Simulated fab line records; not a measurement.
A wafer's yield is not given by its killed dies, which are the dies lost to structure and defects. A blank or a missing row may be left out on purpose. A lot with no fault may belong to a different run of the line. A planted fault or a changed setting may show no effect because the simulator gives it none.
Comparing a struck lot with a sound one | flow sky130 | 14 steps out of a route of 708
Sound: the wafers L272.2, L272.4, L272.6. Wafers L282.2, L282.3, L282.5 were the ones struck. The cause is named last.
Per side, at each step with rows, come the tool, then ch with its chambers, and then its first start. Under that, the readings that differ: sound wafers | struck wafers | difference of the means | sigmas: that difference in standard deviations of wafers without a fault.
alike: words and numbers the same on both sides, and readings whose means are apart by under 2 such deviations; not compared: readings that were withheld, readings missing a value for some wafer, numbers with overlapping values and no deviation given by the record, and bounds like >300 which may hide the same value.
Wherever a step has rows on one side only, a row that says differs or no value, or a row with sigmas, the two part there. Non-overlapping numbers with no deviation appear without sigmas and do not part them. A reading missing from all wafers of one side parts the sides only when that side holds two or more wafers.

SKY_METAL1_SPUTTER_02: material AlCu, target thk 250 nm, time 13.3 s.
  struck on pvd-sputter-01, day 35 22:13; sound on pvd-sputter-01, day 32 18:49
  alike: throttle-valve-pct
SKY_METAL1_SPUTTER_03: material Ti, target thk 5 nm, time 3.3 s.
  struck on pvd-sputter-01, day 35 22:14; sound on pvd-sputter-01, day 32 18:50
  alike: throttle-valve-pct
SKY_METAL1_SPUTTER_04: material TiN, target thk 70 nm, time 58.3 s.
  struck on pvd-sputter-01, day 35 22:15; sound on pvd-sputter-01, day 32 18:52
  alike: throttle-valve-pct
SKY_METAL1_RS_MEAS_05: uses a four-point probe to measure.
  struck on film-metro-03, day 35 22:19; sound on film-metro-04, day 32 18:56
  alike: METAL1_ALCU_RS
SKY_METAL1_THK_MEAS_06: measures by xrf.
  struck on film-metro-03, day 35 22:26; sound on film-metro-04, day 32 19:02
  alike: METAL1_ALCU_THK
then, 7 steps without rows for these wafers: SKY_METAL1_DEHYDRATE_07 (time 60 s); SKY_METAL1_HMDS_08 (prime time 60 s); SKY_METAL1_COAT_09 (resist thk 60 nm); SKY_METAL1_COAT_10 (resist thk 450 nm); SKY_METAL1_SOFTBAKE_11 (time 90 s); SKY_METAL1_EXPOSE_12 (exposes mask MM1, target cd 140 nm); SKY_METAL1_PEB_13.
SKY_METAL1_DEVELOP_14: develop time 60 s.
  struck on litho-track-03, day 36 22:00; sound on litho-track-02 ch 0, day 33 21:00
  no value came back on the struck wafers for chill-plate-temp-C (C), develop-time-s (s), exhaust-pa (Pa); on the sound wafers chill-plate-temp-C (C) reads 22.97 23.12 22.99
  reading                                       | sound             | struck            | difference | sigmas
  model.KrF-thick_of_METAL1_COAT_10.thk-nm (nm) | 436.6 435.1 435.2 | 452.7 451.5 453.1 | +16.8      |
SKY_METAL1_CD_MEAS_15 targets a cd of 140 nm.
  struck on cd-sem-02, day 36 23:08; sound on cd-sem-01, day 33 21:29
  reading    | sound             | struck | difference                    | sigmas
  cd-nm (nm) | 140.9 141.4 141.0 | - - -  | no value on the struck wafers |

== WHERE THEY PART ==
First at SKY_METAL1_DEVELOP_14; last, within this record, at SKY_METAL1_CD_MEAS_15.

WHY: what had been put in by the simulator
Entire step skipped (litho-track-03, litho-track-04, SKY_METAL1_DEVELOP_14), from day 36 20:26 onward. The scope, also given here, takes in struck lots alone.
